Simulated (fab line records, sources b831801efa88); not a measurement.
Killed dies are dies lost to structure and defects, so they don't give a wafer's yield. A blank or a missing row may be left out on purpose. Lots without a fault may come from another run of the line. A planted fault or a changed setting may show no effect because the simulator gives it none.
Which tool did it? | flow gf180mcu | 12 lots, 36 wafers sampled, at 3 steps of a route of 602

WHAT THE GAUGES READ, wafer by wafer
GF_V3_OVL_MEAS_15.
lot  | measured     | on         | V3_OVL (nm)
L075 | day 23 01:50 | overlay-02 | 5 1 2
L077 | day 24 08:30 | overlay-02 | -7 4 -4
L079 | day 25 07:36 | overlay-01 | 8 10 14
L080 | day 25 15:05 | overlay-01 | 0 1 -2
L084 | day 26 08:15 | overlay-02 | -6 -5 -7
L085 | day 26 22:03 | overlay-02 | -8 -4 -8
L087 | day 27 07:27 | overlay-01 | 1 -6 -4
L090 | day 28 07:53 | overlay-01 | 7 -3 -3
L091 | day 28 13:47 | overlay-01 | 2 -6 -1
L093 | day 29 08:09 | overlay-02 | 0 -19 -3
L095 | day 29 14:29 | overlay-02 | -1 1 1
L096 | day 30 04:59 | overlay-02 | -1 -2 3

WHICH TOOL RAN EACH LOT (tool, then ch and the chambers of the sampled wafers, then the start)
lot  | GF_V1_ETCH_16                      | GF_M3_SPUTTER_03
L075 | rie_diel-04 ch 0,1,2, day 18 17:44 | pvd_sputter-04, day 20 23:37
L077 | rie_diel-01 ch 0,2, day 20 03:02   | pvd_sputter-03, day 22 08:47
L079 | rie_diel-04 ch 0,1,2, day 21 03:40 | pvd_sputter-04, day 23 08:52
L080 | rie_diel-03 ch 0,2,3, day 21 13:22 | pvd_sputter-04, day 23 17:01
L084 | rie_diel-04 ch 0,2, day 22 07:38   | pvd_sputter-04, day 24 11:12
L085 | rie_diel-03 ch 0,3, day 22 22:14   | pvd_sputter-04, day 25 01:02
L087 | rie_diel-04 ch 0,2, day 23 10:26   | pvd_sputter-02, day 25 12:33
L090 | rie_diel-01 ch 0,1,2, day 24 13:13 | pvd_sputter-04, day 26 13:37
L091 | rie_diel-01 ch 0,2,3, day 24 19:14 | pvd_sputter-02, day 26 18:34
L093 | rie_diel-01 ch 0,2,3, day 25 15:25 | pvd_sputter-02, day 27 14:37
L095 | rie_diel-04 ch 1,2,3, day 25 21:28 | pvd_sputter-04, day 27 21:01
L096 | rie_diel-03 ch 2,3, day 26 16:02   | pvd_sputter-02, day 28 13:13
- GF_V1_ETCH_16: etches BARC in N2/H2.
- GF_M3_SPUTTER_03: material Ti, target thk 10 nm, time 6.7 s.

THE ANSWER, worked out from the rows above alone
Rule: what is usual is taken from the lots themselves. Put in order of their means at a reading, lots are off if they are a third of the lots or fewer, leave a main group of 4 or more, and stand apart from it by a gap of 3 or more times the standard deviation of the main group's means; of several such gaps the widest counts. A main group whose means are all the same, to the digits that the tables above print for the reading, isn't used. A lot without any number at a reading at which 4 lots or more have one is off too. The other lots that the step has rows for count as sound.
No lot is off at any reading shown: from this, nothing can be told.

WHAT THE SIMULATOR HAD PUT IN
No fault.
